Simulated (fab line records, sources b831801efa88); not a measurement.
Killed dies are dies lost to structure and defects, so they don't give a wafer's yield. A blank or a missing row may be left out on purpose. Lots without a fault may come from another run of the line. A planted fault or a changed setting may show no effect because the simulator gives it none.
A struck lot beside a sound one | flow sky130 | 17 steps out of a route of 708
Sound: wafers L555.2, L555.4, L555.5. Struck: wafers L556.2, L556.4, L556.6. The cause comes at the end.
At each step with rows: each side's tool, then ch and its chambers, then its first start. Under that, the readings that differ: sound wafers | struck wafers | difference of the means | sigmas: that difference in standard deviations of wafers without a fault.
alike: readings whose means differ by less than 2 such deviations, and words and numbers that are the same on both sides. not compared: withheld readings, readings that some wafer has no value for, bounds like >300 that may hide the same value, and numbers for which the record gives no deviation and whose values overlap.
The two part at a step that has a row with sigmas, a row that says differs or no value, or rows on one side only. Numbers that don't overlap but have no deviation are shown without sigmas and don't part them. A reading that every wafer of one side lacks parts them only if that side has two wafers or more.

first, 1 step without rows for these wafers: SKY_VT_ADJUST_PCH_IMPLANT_08.
SKY_VT_ADJUST_PCH_STRIP_09: strips in O2/N2.
  sound on plasma_asher-02 ch 0,1, day 11 05:00; struck on plasma_asher-04 ch 0, day 11 09:44
  reading                     | sound       | struck      | difference | sigmas
  drypump_motor_current_A (A) | 5.5 5.9 5.5 | 6.6 6.6 6.6 | +1.0       | +2
  alike: oes_product_au, strip_time_to_endpoint_s
  not compared: rf_hours_counter_h
SKY_VT_ADJUST_PCH_TW_MEAS_10:
  sound on film_metro-04, day 11 05:07; struck on film_metro-04, day 11 09:50
  alike: VT_ADJUST_PCH_TW
then, 7 steps without rows for these wafers: SKY_SONOS_TUNNEL_DEHYDRATE_00 (time 60 s); SKY_SONOS_TUNNEL_HMDS_01 (prime time 60 s); SKY_SONOS_TUNNEL_COAT_02 (resist thk 1140 nm); SKY_SONOS_TUNNEL_SOFTBAKE_03 (time 60 s); SKY_SONOS_TUNNEL_EXPOSE_04 (exposes mask TUNM, target cd 410 nm); SKY_SONOS_TUNNEL_PEB_05; SKY_SONOS_TUNNEL_DEVELOP_06 (develop time 60 s).
SKY_SONOS_TUNNEL_CD_MEAS_07: target cd 410 nm.
  sound on cd_sem-02, day 12 05:32; struck on cd_sem-01, day 12 09:55
  alike: cd_nm
SKY_SONOS_TUNNEL_OVL_MEAS_08:
  sound on overlay-01, day 12 05:38; struck on overlay-02, day 12 10:01
  alike: SONOS_TUNNEL_OVL
SKY_SONOS_TUNNEL_IMPLANT_09:
  sound on implanter-02 ch 0, day 12 05:42; struck on implanter-02, day 12 10:05
  no value came back on the struck wafers for beam_energy_keV, beam_on_s (s), dose_ions_cm2, faraday_current_uA; on the sound wafers beam_energy_keV reads 19.999 19.989 20.003
then, 2 steps without rows for these wafers: SKY_SONOS_TUNNEL_WET_ETCH_10 (etches SiO2 in dHF, target depth 14 nm, time 280 s); SKY_SONOS_TUNNEL_STRIP_11 (strips in SPM, time 600 s).
SKY_SONOS_TUNNEL_TW_MEAS_12:
  sound on film_metro-01, day 12 06:08; struck on film_metro-02, day 12 10:30
  reading         | sound             | struck         | difference | sigmas
  SONOS_TUNNEL_TW | 192.6 194.5 194.3 | 30.1 30.1 30.0 | -163.7     | -68
then, 1 step without rows for these wafers: SKY_SONOS_TUNNEL_CLEAN_13 (cleans in dHF, time 20 s).

WHERE THEY PART
First at SKY_VT_ADJUST_PCH_STRIP_09; last, within this record, at SKY_SONOS_TUNNEL_TW_MEAS_12.

WHY: what the simulator had put in
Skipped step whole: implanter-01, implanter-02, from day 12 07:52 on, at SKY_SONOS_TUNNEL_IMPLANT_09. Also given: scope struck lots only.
